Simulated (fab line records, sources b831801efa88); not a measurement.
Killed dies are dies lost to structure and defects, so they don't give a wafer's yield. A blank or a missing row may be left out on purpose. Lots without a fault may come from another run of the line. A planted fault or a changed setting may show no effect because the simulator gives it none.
fab line records | flow sky130
record lots=6 wafers=18 last_day=50
route steps=708 shown METAL4@634 VIA4@639 PAD_OPEN@708
lots that met no fault: from a run of the same line without faults
start_h: hours from the record's first day to the start of the lot's first wafer shown | wait_h: hours since the lot's step before | " the same as in the row above | L1.1+2: a row that stands for several wafers | - no value, or no start given | * or withheld: withheld | < > ~ a bound
route shown NAME@n: a module of which the file shows steps, and the number in the route of the first | usual: mean/standard deviation of fault-free wafers | same: alike in all rows | chamber/n: place in a boat | sites: the reading at each site | _std_site: their standard deviation | _edge_site: outer sites' mean less inner sites' | radius_mm: how far each site lies from the wafer's centre | mask NAME#n: copy n | behind: the tool/chamber that last shaped the wafer | hold: why the lot was held/for how many hours/how that ended | device: the transistor (n, p or np) that didn't switch | end of line: the same wafers' tests at the end of the route | a step without rows: its recipe alone | killed: dies lost to structure and defects at the first sort, not the wafer's yield | map: a wafer's dies, x killed, . not, _ none there
set.NAME: the setting as run; set.NAME@STEP: as run at that earlier step | model.NAME: the simulator's own value behind a step, which no gauge read
lots at some steps of the route; a table a step, a row a wafer
services: from which hour (start_h, from the record's first day; less than 0 if before it) a tool's chamber was out of use, for how many hours, and why
## steps
# step SKY_METAL4_METAL_ETCH_18
# recipe target_depth_a=8450 stop_on=SiO2 over_etch_frac=0.3 time_s=183.1 chemistry=Cl2/BCl3 resist_sidewall_deg=88 pressure_mtorr=10 icp_w=900 bias_w=48.5 Cl2_flow_sccm=60 bcl3_flow_sccm=30
# usual bcl3_flow_sccm=30.01/0.088 drypump_motor_current_A=5.9/0.56 he_backside_leak_sccm=3.4/0.38 oes_product_au=0.864/0.0052 throttle_valve_pct=22.264/0.0097
# columns lot.wafer tool chamber start_h wait_h bcl3_flow_sccm drypump_motor_current_A he_backside_leak_sccm oes_product_au rf_hours_counter_h throttle_valve_pct
L929.2 rie_metal-03 1 1024.27 0.0 29.97 6.6 3.1 0.858 17 22.260
L929.4 " 1 " " 29.99 6.6 3.1 0.869 - 22.266
L929.5 " 0 " " 29.93 6.4 3.3 0.866 - 22.253
L934.3 rie_metal-04 0 1054.78 0.1 29.98 5.7 3.6 0.866 - 22.283
L934.4 " 1 " " 29.97 6.4 3.4 0.865 - 22.257
L934.6 " 1 " " 30.12 6.4 3.4 0.866 - 22.262
L942.1 rie_metal-03 1 1097.52 0.0 29.91 6.6 3.1 0.862 22 22.260
L942.2 " 0 " " 30.10 6.4 3.2 0.868 12 22.260
L942.6 " 1 " " 29.88 6.6 3.2 0.869 - 22.256
L943.2 rie_metal-04 1 1101.29 0.0 29.89 6.4 3.3 0.869 10 22.293
L943.3 " 0 " " 29.90 5.7 3.8 0.867 - 22.259
L943.6 " 1 " " 29.86 6.4 3.1 0.865 - 22.264
L944.1 rie_metal-02 0 1109.73 0.0 29.93 5.0 3.2 0.866 17 22.255
L944.2 " 1 " " 30.17 5.9 3.5 0.858 15 22.262
L944.6 " 0 " " 29.94 5.0 3.3 0.860 - 22.253
L948.2 rie_metal-03 1 1126.14 0.0 30.01 6.6 3.2 0.864 25 22.257
L948.3 " 0 " " 29.88 6.4 3.3 0.861 - 22.252
L948.4 " 1 " " 29.99 6.6 3.2 0.858 - 22.266
# step SKY_METAL4_STRIP_19
# recipe chemistry=O2/N2 power_w=1400 pressure_mtorr=1500 platen_temp_c=withheld o2_flow_sccm=3000 n2_flow_sccm=300 overash_fraction=0.5
# usual drypump_motor_current_A=5.49/0.25 o2_flow_sccm=2999/9.4 oes_product_au=0.501/0.0056 strip_time_to_endpoint_s=6.51/0.072
# columns lot.wafer tool chamber start_h wait_h drypump_motor_current_A o2_flow_sccm oes_product_au rf_hours_counter_h strip_time_to_endpoint_s
L929.2 plasma_asher-04 1 1024.45 0.1 5.71 3006 0.508 25 6.59
L929.4 " 0 " " 5.54 2990 0.503 - 6.56
L929.5 " 0 " " 5.55 3002 0.492 - 6.48
L934.3 plasma_asher-04 1 1054.93 0.1 5.71 3011 0.504 - 6.59
L934.4 " 0 " " 5.54 2995 0.509 - 6.66
L934.6 " 1 " " 5.72 3000 0.504 - 6.51
L942.1 plasma_asher-04 1 1097.70 0.1 5.69 3005 0.497 33 6.55
L942.2 " 0 " " 5.54 2985 0.496 33 6.39
L942.6 " 0 " " 5.58 3006 0.509 - 6.54
L943.2 plasma_asher-03 1 1101.47 0.1 5.45 3002 0.497 69 6.46
L943.3 " 1 " " 5.45 2988 0.496 - 6.52
L943.6 " 0 " " 5.41 2992 0.501 - 6.47
L944.1 plasma_asher-03 1 1109.91 0.1 5.43 3015 0.503 70 6.48
L944.2 " 0 " " 5.40 3004 0.502 70 6.56
L944.6 " 0 " " 5.40 3000 0.497 - 6.43
L948.2 plasma_asher-03 1 1126.32 0.1 5.45 2996 0.509 72 6.61
L948.3 " 0 " " 5.37 2997 0.495 - 6.43
L948.4 " 1 " " 5.43 2997 0.508 - 6.61
# step SKY_METAL4_STRIP_20
# recipe chemistry=post_etch_residue_remover time_s=1200 temp_c=72.5
# step SKY_METAL4_CLEAN_21
# recipe chemistry=IPA time_s=180 temp_c=25
# step SKY_METAL4_CLEAN_22
# recipe chemistry=O3/DIW dry=n2_spin
# step SKY_VIA4_HDPCVD_00
# recipe material=SiO2 target_thk_nm=1750 sigma_open_frac=0.3 time_s=291.7 temp_c=400 sih4_flow_sccm=60 pressure_mtorr=6
# step SKY_VIA4_THK_MEAS_01
# recipe reads=SiO2_of_VIA4_HDPCVD_00
# usual VIA4_HDPCVD_THK=1742/16
# columns lot.wafer tool chamber start_h wait_h VIA4_HDPCVD_THK[nm]
L929.2 film_metro-01 - 1025.23 0.1 1766
L929.4 " - " " 1765
L929.5 " - " " 1774
L934.3 film_metro-01 - 1055.74 0.1 1733
L934.4 " - " " 1714
L934.6 " - " " 1753
L942.1 film_metro-01 - 1098.52 0.1 1773
L942.2 " - " " 1735
L942.6 " - " " 1751
L943.2 film_metro-01 - 1102.30 0.1 1734
L943.3 " - " " 1761
L943.6 " - " " 1713
L944.1 film_metro-04 - 1111.19 0.1 1725
L944.2 " - " " 1724
L944.6 " - " " 1724
L948.2 film_metro-04 - 1127.11 0.1 1757
L948.3 " - " " 1723
L948.4 " - " " 1752
# step SKY_VIA4_CMP_02
# recipe material=SiO2 down_force_psi=4 platen_rpm=60 pad_velocity_m_s=0.94248
# usual head_pressure_psi=4.000/0.0092 motor_current_A=12.2/1.2 slurry_filter_dp_kPa=13.48/0.13
# columns lot.wafer tool chamber start_h wait_h head_pressure_psi motor_current_A slurry_filter_dp_kPa
L929.4 cmp-02 2 1025.28 0.0 4.002 10.9 13.73
L929.2 " 1 " " 3.996 11.0 13.35
L929.5 " 2 " " 3.995 11.4 13.38
L934.4 cmp-01 2 1055.83 0.1 4.003 15.4 13.52
L934.3 " 0 " " 3.988 12.0 13.35
L934.6 " 1 " " 3.993 12.4 13.54
L942.2 cmp-02 1 1098.63 0.1 3.991 11.1 13.59
L942.1 " 2 " " 4.007 10.7 13.48
L942.6 " 1 " " 4.009 11.3 13.60
L943.3 cmp-02 3 1102.35 0.0 3.992 11.6 13.47
L943.2 " 1 " " 3.991 11.0 13.50
L943.6 " 0 " " 3.996 12.8 13.40
L944.2 cmp-01 3 1111.35 0.1 4.008 11.5 13.36
L944.1 " 0 " " 3.999 12.4 13.82
L944.6 " 3 " " 4.008 12.0 13.34
L948.2 cmp-02 0 1127.16 0.0 3.996 13.2 13.40
L948.3 " 1 " " 4.014 10.8 13.49
L948.4 " 2 " " 3.995 11.4 13.35
# step SKY_VIA4_BOW_MEAS_03
# recipe mode=bow
# usual VIA4_BOW=77/8
# columns lot.wafer tool chamber start_h wait_h VIA4_BOW[um]
L929.2 film_metro-03 - 1025.60 0.1 80
L929.4 " - " " 76
L929.5 " - " " 89
L934.3 film_metro-03 - 1056.12 0.1 83
L934.4 " - " " 72
L934.6 " - " " 73
L942.1 film_metro-04 - 1098.88 0.1 70
L942.2 " - " " 78
L942.6 " - " " 90
L943.2 film_metro-04 - 1102.69 0.2 82
L943.3 " - " " 92
L943.6 " - " " 85
L944.1 film_metro-03 - 1111.60 0.1 84
L944.2 " - " " 69
L944.6 " - " " 70
L948.2 film_metro-04 - 1127.48 0.3 68
L948.3 " - " " 78
L948.4 " - " " 88
# step SKY_VIA4_DEHYDRATE_04
# recipe temp_c=200 time_s=60
# step SKY_VIA4_HMDS_05
# recipe prime_time_s=60 prime_temp_c=120
# step SKY_VIA4_COAT_06
# recipe resist=NOVOLAK spin_rpm=3000 resist_thk_nm=1140
# step SKY_VIA4_SOFTBAKE_07
# recipe temp_c=90 time_s=60 resist=NOVOLAK
# usual chill_plate_temp_C=22.97/0.1 run_length_s=89.01/0.13
# columns lot.wafer tool chamber start_h wait_h chill_plate_temp_C run_length_s
L929.2 litho_track-02 0 1036.62 0.1 22.87 89.01
L929.4 " 0 " " 22.90 88.99
L929.5 " 0 " " 22.90 89.24
L934.3 litho_track-01 0 1067.19 0.1 22.93 88.82
L934.4 " 0 " " 23.05 88.88
L934.6 " 0 " " 23.02 89.02
L942.1 litho_track-02 0 1109.04 0.1 23.08 105.23
L942.2 " 0 " " 23.09 105.10
L942.6 " 0 " " 23.10 105.19
L943.2 litho_track-02 0 1113.22 0.1 22.89 105.05
L943.3 " 0 " " 22.67 105.07
L943.6 " 0 " " 22.96 105.28
L944.1 litho_track-01 0 1121.04 0.1 23.10 88.88
L944.2 " 0 " " 23.02 88.97
L944.6 " 0 " " 23.14 89.00
L948.2 litho_track-04 0 1137.39 0.1 22.92 88.94
L948.3 " 0 " " 22.94 88.87
L948.4 " 0 " " 23.02 88.93
# step SKY_VIA4_EXPOSE_08
# recipe mask_id=VIM4 na=0.6 source_shape=conventional sigma_outer=0.6 polarization=unpolarized target_cd_nm=800 dose_mj=132
# step SKY_PAD_OPEN_PROBE_99
# usual defect_limited_yield=82.6/2.2 killed_at_M0_to_M3=44/8.6 killed_at_M4_up=3.4/1.9 killed_at_contacts=23/5.7 killed_at_front_end=15/4.5 killed_at_other=0.4/0.62 killed_dies=86/11 killed_on_rim=17/4.5 killed_open=46/7.6 killed_short=39/6.3 sort_bin_3_pad_short=0.9/0.43 sort_bin_5_function=10.2/1.7 sort_bin_6_memory=6.3/1.2 sort_n_pass=406/11 sort_yield_pct=82.6/2.2
# same gross_dies=492 killed_at_back_side=0 sort_bin_4_leakage[%]=0 sort_bin_8_speed[%]=0
# columns lot.wafer tool chamber start_h wait_h defect_limited_yield[%] killed_at_M0_to_M3 killed_at_M4_up killed_at_contacts killed_at_front_end killed_at_other killed_dies killed_on_rim killed_open killed_short sort_bin_3_pad_short[%] sort_bin_5_function[%] sort_bin_6_memory[%] sort_n_pass sort_yield_pct[%]
L929.2 prober-01 - 1117.03 0.1 79.9 54 4 26 14 1 99 18 58 40 0.6 10.6 8.9 393 79.9
L929.4 prober-01 - 1117.13 0.2 82.5 47 4 17 17 1 86 14 45 41 0.8 9.8 6.9 406 82.5
L929.5 prober-01 - 1117.18 0.2 83.5 45 3 25 8 0 81 17 38 42 0.6 10.2 5.7 411 83.5
L934.3 prober-02 - 1143.39 0.2 84.3 46 5 16 10 0 77 9 44 33 0.6 9.6 5.5 415 84.3
L934.4 prober-02 - 1143.44 0.2 83.1 55 3 17 8 0 83 16 42 41 1.6 10.2 5.1 409 83.1
L934.6 prober-02 - 1143.54 0.2 82.5 53 0 18 13 2 86 20 39 47 1.4 9.6 6.5 406 82.5
L942.1 prober-01 - 1180.14 0.1 79.7 61 2 24 13 0 100 24 49 51 0.6 11.4 8.3 392 79.7
L942.2 prober-01 - 1180.19 0.1 77.2 61 3 28 20 0 112 21 66 46 1.6 13.0 8.1 380 77.2
L942.6 prober-01 - 1180.39 0.2 84.3 30 7 19 20 1 77 12 44 33 0.2 10.4 5.1 415 84.3
L943.2 prober-02 - 1185.10 0.1 80.5 40 2 37 17 0 96 14 48 48 1.2 12.8 5.5 396 80.5
L943.3 prober-02 - 1185.15 0.2 82.1 39 3 22 22 2 88 10 49 39 1.2 10.2 6.5 404 82.1
L943.6 prober-02 - 1185.30 0.2 85.2 34 4 19 16 0 73 19 37 36 1.0 9.1 4.7 419 85.2
L944.1 prober-01 - 1189.34 0.1 85.0 38 2 20 13 1 74 12 40 32 0.8 8.7 5.5 418 85.0
L944.2 prober-01 - 1189.39 0.1 81.9 49 3 25 11 1 89 12 54 35 0.6 11.2 6.3 403 81.9
L944.6 prober-01 - 1189.59 0.2 77.4 66 3 31 11 0 111 23 63 48 1.8 10.6 10.2 381 77.4
L948.2 prober-01 - 1202.02 0.1 84.1 26 7 31 14 0 78 16 44 33 1.2 8.7 5.9 414 84.1
L948.3 prober-01 - 1202.07 0.2 77.8 45 4 32 28 0 109 23 52 56 1.0 13.8 7.3 383 77.8
L948.4 prober-01 - 1202.12 0.2 79.1 50 4 36 13 0 103 28 58 44 0.8 11.8 8.3 389 79.1
# killed by level:class
L929.2 VIA1:geometric_particle:open=17 CONTACT:geometric_particle:open=8 VIA2:geometric_particle:open=7 LOCAL_INTERCONNECT:geometric_particle:short=6 CONTACT:geometric_particle:short=5 VIA3:geometric_particle:open=5 VIA1:geometric_particle:short=5 METAL2:geometric_particle:short=5
L929.4 VIA1:geometric_particle:open=10 VIA3:geometric_particle:open=8 VIA1:geometric_particle:short=8 METAL1:geometric_particle:short=7 FIELD_ISO:geometric_particle:open=6 POLY_GATE:geometric_particle:open=5 METAL3:geometric_particle:short=5 CONTACT:geometric_particle:short=4
L929.5 VIA1:geometric_particle:open=9 LI_CONTACT:geometric_particle:open=7 METAL1:geometric_particle:short=6 METAL2:geometric_particle:short=6 VIA3:geometric_particle:open=6 LOCAL_INTERCONNECT:geometric_particle:short=5 CONTACT:geometric_particle:short=5 VIA2:geometric_particle:open=5
L934.3 VIA1:geometric_particle:open=11 VIA3:geometric_particle:open=7 CONTACT:geometric_particle:open=6 VIA2:geometric_particle:open=5 METAL4:geometric_particle:short=5 METAL1:geometric_particle:short=5 VIA1:geometric_particle:short=5 LI_CONTACT:geometric_particle:open=4
L934.4 VIA3:geometric_particle:open=13 VIA1:geometric_particle:open=10 VIA2:geometric_particle:open=7 METAL1:geometric_particle:short=6 CONTACT:geometric_particle:open=5 VIA3:geometric_particle:short=5 LOCAL_INTERCONNECT:geometric_particle:short=4 CONTACT:geometric_particle:short=4
L934.6 VIA3:geometric_particle:open=8 VIA3:geometric_particle:short=8 CONTACT:geometric_particle:open=7 METAL2:geometric_particle:short=6 VIA1:geometric_particle:open=6 LOCAL_INTERCONNECT:geometric_particle:short=5 VIA2:geometric_particle:short=5 VIA2:geometric_particle:open=5
L942.1 VIA3:geometric_particle:open=12 METAL1:geometric_particle:short=8 VIA1:geometric_particle:open=8 LI_CONTACT:geometric_particle:open=7 METAL2:geometric_particle:short=6 VIA1:geometric_particle:short=6 CONTACT:geometric_particle:open=5 METAL3:geometric_particle:short=5
L942.2 VIA1:geometric_particle:open=20 CONTACT:geometric_particle:open=15 VIA2:geometric_particle:open=9 VIA3:geometric_particle:open=8 VIA2:geometric_particle:short=6 FIELD_ISO:geometric_particle:open=5 POLY_GATE:geometric_particle:open=5 LI_CONTACT:geometric_particle:short=5
L942.6 VIA2:geometric_particle:open=11 CONTACT:geometric_particle:open=9 CONTACT:geometric_particle:short=7 POLY_GATE:geometric_particle:open=5 METAL2:geometric_particle:short=5 FIELD_ISO:geometric_particle:open=4 FIELD_ISO:geometric_particle:short=4 METAL4:geometric_particle:short=4
L943.2 CONTACT:geometric_particle:open=14 LI_CONTACT:geometric_particle:open=12 FIELD_ISO:geometric_particle:short=8 VIA1:geometric_particle:open=8 CONTACT:geometric_particle:short=6 METAL1:geometric_particle:short=6 VIA1:geometric_particle:short=5 VIA2:geometric_particle:open=5
L943.3 VIA1:geometric_particle:open=12 CONTACT:geometric_particle:open=7 FIELD_ISO:geometric_particle:open=6 FIELD_ISO:geometric_particle:short=6 LI_CONTACT:geometric_particle:open=6 VIA1:geometric_particle:short=5 VIA2:geometric_particle:open=5 POLY_GATE:geometric_particle:short=4
L943.6 LI_CONTACT:geometric_particle:open=8 VIA3:geometric_particle:short=6 VIA3:geometric_particle:open=6 VIA1:geometric_particle:open=5 VIA2:geometric_particle:open=5 CONTACT:geometric_particle:short=4 CONTACT:geometric_particle:open=4 VIA1:geometric_particle:short=4
L944.1 LI_CONTACT:geometric_particle:open=7 VIA3:geometric_particle:open=7 METAL2:geometric_particle:short=6 VIA1:geometric_particle:open=6 VIA2:geometric_particle:open=6 LOCAL_INTERCONNECT:geometric_particle:short=5 CONTACT:geometric_particle:open=5 METAL1:geometric_particle:short=3
L944.2 VIA1:geometric_particle:open=13 CONTACT:geometric_particle:open=13 VIA2:geometric_particle:open=8 VIA3:geometric_particle:open=7 VIA1:geometric_particle:short=6 CONTACT:geometric_particle:short=5 FIELD_ISO:geometric_particle:short=4 LI_CONTACT:geometric_particle:open=4
L944.6 VIA1:geometric_particle:open=20 CONTACT:geometric_particle:open=12 VIA3:geometric_particle:open=10 LOCAL_INTERCONNECT:geometric_particle:short=7 VIA1:geometric_particle:short=6 VIA2:geometric_particle:open=6 CONTACT:geometric_particle:short=5 METAL1:geometric_particle:short=5
L948.2 CONTACT:geometric_particle:open=11 LI_CONTACT:geometric_particle:open=10 VIA1:geometric_particle:open=9 METAL4:geometric_particle:short=6 LOCAL_INTERCONNECT:geometric_particle:short=5 CONTACT:geometric_particle:short=5 FIELD_ISO:geometric_particle:open=4 FIELD_ISO:geometric_particle:short=4
L948.3 VIA1:geometric_particle:open=10 LI_CONTACT:geometric_particle:open=9 CONTACT:geometric_particle:open=9 POLY_GATE:geometric_particle:short=8 VIA2:geometric_particle:open=6 FIELD_ISO:geometric_particle:short=5 POLY_GATE:geometric_particle:open=5 LOCAL_INTERCONNECT:geometric_particle:short=5
L948.4 LI_CONTACT:geometric_particle:open=14 VIA1:geometric_particle:open=9 VIA3:geometric_particle:open=9 CONTACT:geometric_particle:open=8 METAL1:geometric_particle:short=7 VIA2:geometric_particle:open=7 LOCAL_INTERCONNECT:geometric_particle:short=5 CONTACT:geometric_particle:short=5
## services
# columns tool chamber start_h hours kind
plasma_asher-04 - 1005.48 1.5 repair
cmp-02 - 1011.56 2.8 repair
cmp-02 - 1031.68 0.3 repair
rie_metal-03 0 1042.10 13.6 repair
cmp-01 - 1059.38 1.0 repair
cmp-01 - 1071.31 2.1 repair
cmp-02 - 1076.67 3.8 pm
cmp-01 - 1084.00 4.0 pm
cmp-01 - 1088.00 - consumable_replace:conditioner
cmp-01 - 1088.00 - consumable_replace:pad
rie_metal-02 - 1093.00 2.8 pm
rie_metal-02 - 1101.26 2.1 repair
litho_track-02 - 1105.67 - consumable_replace:filter
cmp-02 - 1107.08 1.0 repair
cmp-01 - 1133.99 0.4 repair
## key
first_sign step=SKY_VIA4_SOFTBAKE_07 reading=run_length_s direction=up sigmas=99+ usual=* struck=*
effect none on later readings
met_at SKY_VIA4_SOFTBAKE_07
struck_wafers L942.1,L942.2,L942.6,L943.2,L943.3,L943.6
onset_between 1036.62 1109.04
fault kind=process_parameter_drift tool=litho_track-02 chamber=- onset_h=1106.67 steps=SKY_VIA4_SOFTBAKE_07 channel=time_s offset=* shape=step end_h=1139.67 acts_in=* stated=*
